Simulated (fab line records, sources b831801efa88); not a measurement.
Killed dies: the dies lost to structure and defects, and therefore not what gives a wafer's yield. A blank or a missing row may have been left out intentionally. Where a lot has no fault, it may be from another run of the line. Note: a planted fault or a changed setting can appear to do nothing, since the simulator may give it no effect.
The tool behind it: which one? + flow gf180mcu + Sampling: 12 lots, 36 wafers, 6 of 602 route steps

WHAT THE GAUGES SHOWED, per wafer
GF_NSD_CD_MEAS_07 targets a cd of 400 nm.
| lot  | measured     | on        | cd_nm (nm)        |
|------|--------------|-----------|-------------------|
| L542 | day 13 20:09 | cd_sem-01 | 395.1 396.6 396.1 |
| L543 | day 13 22:19 | cd_sem-02 | 397.4 398.2 400.3 |
| L545 | day 14 15:51 | cd_sem-02 | 396.6 398.2 395.7 |
| L546 | day 14 20:47 | cd_sem-02 | 402.0 400.4 401.6 |
| L547 | day 14 22:01 | cd_sem-02 | 395.9 395.6 392.6 |
| L549 | day 15 16:26 | cd_sem-02 | 397.4 398.7 399.5 |
| L554 | day 17 15:13 | cd_sem-02 | 400.7 403.7 402.0 |
| L555 | day 18 02:22 | cd_sem-01 | 396.3 396.8 398.2 |
| L557 | day 18 11:50 | cd_sem-01 | 400.2 397.9 398.4 |
| L558 | day 18 16:55 | cd_sem-01 | 405.0 404.0 404.3 |
| L562 | day 20 06:43 | cd_sem-01 | 401.1 402.0 402.0 |
| L564 | day 21 00:18 | cd_sem-01 | 403.5 400.1 403.6 |

GF_PSD_CD_MEAS_07 targets a cd of 400 nm.
| lot  | measured     | on        | cd_nm (nm)        |
|------|--------------|-----------|-------------------|
| L542 | day 14 17:58 | cd_sem-02 | 400.9 402.0 398.3 |
| L543 | day 14 19:23 | cd_sem-02 | 403.9 403.9 402.4 |
| L545 | day 15 13:20 | cd_sem-01 | 399.2 398.1 399.4 |
| L546 | day 15 18:32 | cd_sem-01 | 402.2 404.2 403.5 |
| L547 | day 15 20:31 | cd_sem-01 | 402.6 399.5 402.2 |
| L549 | day 16 14:35 | cd_sem-02 | 401.4 399.8 400.3 |
| L554 | day 18 14:55 | cd_sem-01 | 399.5 398.7 397.8 |
| L555 | day 19 02:11 | cd_sem-01 | 403.4 400.4 400.1 |
| L557 | day 19 12:50 | cd_sem-02 | 399.2 401.1 396.7 |
| L558 | day 19 18:05 | cd_sem-02 | 400.7 399.8 400.7 |
| L562 | day 21 06:56 | cd_sem-02 | 401.2 400.8 401.7 |
| L564 | day 22 00:23 | cd_sem-01 | 399.4 401.5 399.8 |

GF_PSD_OVL_MEAS_08.
| lot  | measured     | on         | PSD_OVL (nm)   |
|------|--------------|------------|----------------|
| L542 | day 14 18:03 | overlay-01 | -0.3 -0.5 -0.8 |
| L543 | day 14 19:31 | overlay-02 | -0.6 2.1 0.5   |
| L545 | day 15 13:26 | overlay-01 | -1.2 -1.1 -1.5 |
| L546 | day 15 18:40 | overlay-02 | 0.4 -0.6 -0.8  |
| L547 | day 15 20:36 | overlay-01 | 0.5 -1.4 2.2   |
| L549 | day 16 14:42 | overlay-01 | 1.2 0.9 -1.0   |
| L554 | day 18 15:02 | overlay-01 | 1.4 0.7 -0.5   |
| L555 | day 19 02:19 | overlay-01 | 1.2 -1.5 -0.2  |
| L557 | day 19 12:57 | overlay-02 | 2.3 0.9 1.4    |
| L558 | day 19 18:12 | overlay-01 | -2.5 -0.7 -1.0 |
| L562 | day 21 07:04 | overlay-01 | -3.0 -3.2 -1.5 |
| L564 | day 22 00:29 | overlay-02 | 0.6 0.2 2.1    |

GF_PSD_RS_MEAS_14: measurement is done with a four-point probe.
| lot  | measured     | on            | NSD_RS (ohm/sq)                     |
|------|--------------|---------------|-------------------------------------|
| L542 | day 14 18:34 | film_metro-02 | 46.07 46.12 46.11                   |
| L543 | day 14 19:59 | film_metro-04 | 46.15 46.14 46.06                   |
| L545 | day 15 13:56 | film_metro-03 | 46.11 46.16 46.19                   |
| L546 | day 15 19:08 | film_metro-03 | 46.15 46.05 46.04                   |
| L547 | day 15 21:07 | film_metro-04 | 46.08 46.05 45.99                   |
| L549 | day 16 15:11 | film_metro-03 | 46.15 46.23 46.11                   |
| L554 | day 18 15:35 | film_metro-03 | 46.11 46.14 46.09                   |
| L555 | day 19 02:48 | film_metro-02 | 46.03 45.96 45.99                   |
| L557 | day 19 13:26 | film_metro-03 | 45.09 44.98 44.95 45.07 45.01 45.10 |
| L558 | day 19 18:41 | film_metro-04 | 45.09 45.06 45.05 45.13 45.14 45.11 |
| L562 | day 21 07:32 | film_metro-03 | 46.12 46.16 46.25                   |
| L564 | day 22 00:59 | film_metro-03 | 46.21 46.25 46.18                   |

WHAT TOOL EACH LOT RAN ON (gives the tool, then ch and the chambers of the sampled wafers, and finally the start)
| lot  | GF_NSD_IMPLANT_09               | GF_NSD_STRIP_11                      |
|------|---------------------------------|--------------------------------------|
| L542 | implanter-02 ch 0, day 13 20:19 | plasma_asher-01 ch 0,1, day 13 20:36 |
| L543 | implanter-01 ch 0, day 13 22:29 | plasma_asher-02 ch 0,1, day 13 22:47 |
| L545 | implanter-02 ch 0, day 14 16:01 | plasma_asher-03 ch 0,1, day 14 16:17 |
| L546 | implanter-01 ch 0, day 14 20:56 | plasma_asher-01 ch 0,1, day 14 21:14 |
| L547 | implanter-03 ch 0, day 14 22:11 | plasma_asher-02 ch 0,1, day 14 22:28 |
| L549 | implanter-02 ch 0, day 15 16:35 | plasma_asher-01 ch 0,1, day 15 16:52 |
| L554 | implanter-01 ch 0, day 17 15:22 | plasma_asher-02 ch 0,1, day 17 15:40 |
| L555 | implanter-01 ch 0, day 18 02:32 | plasma_asher-02 ch 0,1, day 18 02:50 |
| L557 | implanter-02 ch 0, day 18 12:15 | plasma_asher-02 ch 0,1, day 18 12:32 |
| L558 | implanter-02 ch 0, day 18 17:05 | plasma_asher-02 ch 0,1, day 18 17:23 |
| L562 | implanter-01 ch 0, day 20 06:52 | plasma_asher-01 ch 0,1, day 20 07:10 |
| L564 | implanter-03 ch 0, day 21 00:28 | plasma_asher-02 ch 0,1, day 21 00:44 |
- GF_NSD_IMPLANT_09
- GF_NSD_STRIP_11: strips in O2/N2.

WHAT THE TOOLS THEMSELVES READ (means of the sampled wafers that have a number; where no wafer has one, the mark that the record gives instead)
GF_NSD_IMPLANT_09.
| lot  | tool         | dose_ions_cm2 | faraday_current_uA |
|------|--------------|---------------|--------------------|
| L542 | implanter-02 | 4.002e+15     | 9934               |
| L543 | implanter-01 | 3.998e+15     | 10790              |
| L545 | implanter-02 | 3.995e+15     | 10113              |
| L546 | implanter-01 | 4.006e+15     | 10902              |
| L547 | implanter-03 | 3.999e+15     | 14244              |
| L549 | implanter-02 | 3.998e+15     | 10075              |
| L554 | implanter-01 | 4.002e+15     | 10765              |
| L555 | implanter-01 | 4.000e+15     | 10668              |
| L557 | implanter-02 | 4.861e+15     | 10284              |
| L558 | implanter-02 | 4.860e+15     | 10072              |
| L562 | implanter-01 | 3.998e+15     | 11116              |
| L564 | implanter-03 | 4.000e+15     | 14061              |

GF_NSD_STRIP_11.
| lot  | tool            | drypump_motor_current_A (A) | heater_power_w (W) | oes_product_au (a.u.) | strip_time_to_endpoint_s (s) |
|------|-----------------|-----------------------------|--------------------|-----------------------|------------------------------|
| L542 | plasma_asher-01 | 5.8                         | 353                | 0.483                 | 22.99                        |
| L543 | plasma_asher-02 | 4.8                         | 345                | 0.485                 | 22.91                        |
| L545 | plasma_asher-03 | 6.0                         | 317                | 0.490                 | 22.94                        |
| L546 | plasma_asher-01 | 5.4                         | 366                | 0.492                 | 22.98                        |
| L547 | plasma_asher-02 | 4.8                         | 350                | 0.485                 | 22.96                        |
| L549 | plasma_asher-01 | 5.4                         | 372                | 0.486                 | 23.00                        |
| L554 | plasma_asher-02 | 4.8                         | 350                | 0.485                 | 22.92                        |
| L555 | plasma_asher-02 | 4.8                         | 351                | 0.489                 | 22.98                        |
| L557 | plasma_asher-02 | 4.8                         | 348                | 0.480                 | 23.70                        |
| L558 | plasma_asher-02 | 4.9                         | 350                | 0.484                 | 23.70                        |
| L562 | plasma_asher-01 | 5.8                         | 355                | 0.485                 | 22.96                        |
| L564 | plasma_asher-02 | 4.9                         | 352                | 0.489                 | 22.93                        |

THE ANSWER, worked out from the rows above alone
Rule: usual is defined by the lots themselves. Put in order of their means at a reading, lots are off if they are a third of the lots or fewer, leave a main group of 4 or more, and stand apart from it by a gap of 3 or more times the standard deviation of the main group's means; of several such gaps the widest counts. A main group is skipped when, at the precision printed for the reading in the tables above, its means are all equal. A lot without any number at a reading at which 4 lots or more have one is off too. Where the step has rows for the other lots, those lots are counted as sound. After the gauges, taken in route order, come the tools' own readings; for these a lot's mean is taken, as printed above. The first step at which some lot is off is used, and at that step the reading that is off furthest; a lot without a number counts as furthest.
Off: at GF_PSD_RS_MEAS_14 (NSD_RS), L557, L558. For the main group the mean is 46.12 ohm/sq and the standard deviation 0.063.
A tool fits if, at a process step before that reading, it ran every lot that is off, and no sound lot after the first of them. The gauges at GF_PSD_RS_MEAS_14 aren't tried: what is off there is off at GF_NSD_IMPLANT_09 too, on other tools, and a gauge's error can't cause that. One fits: GF_NSD_IMPLANT_09 on implanter-02. A fault onset in the window from L549 (day 15 16:35, its last sound lot) to L557 (day 18 12:15, its first lot off) fits.
The tool's own readings at GF_NSD_IMPLANT_09 bear it out: on the lots that are off they differ by more than 5 times the standard deviation of the sound lots' means. dose_ions_cm2 reads 4.860e+15 there against 4.000e+15 on the sound lots.

WHAT THE SIMULATOR PUT IN
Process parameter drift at GF_NSD_IMPLANT_09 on implanter-02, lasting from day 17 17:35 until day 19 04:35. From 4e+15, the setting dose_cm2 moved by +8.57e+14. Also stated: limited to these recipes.
Shown lots that were struck: L557, L558. Same finding as the rule above.
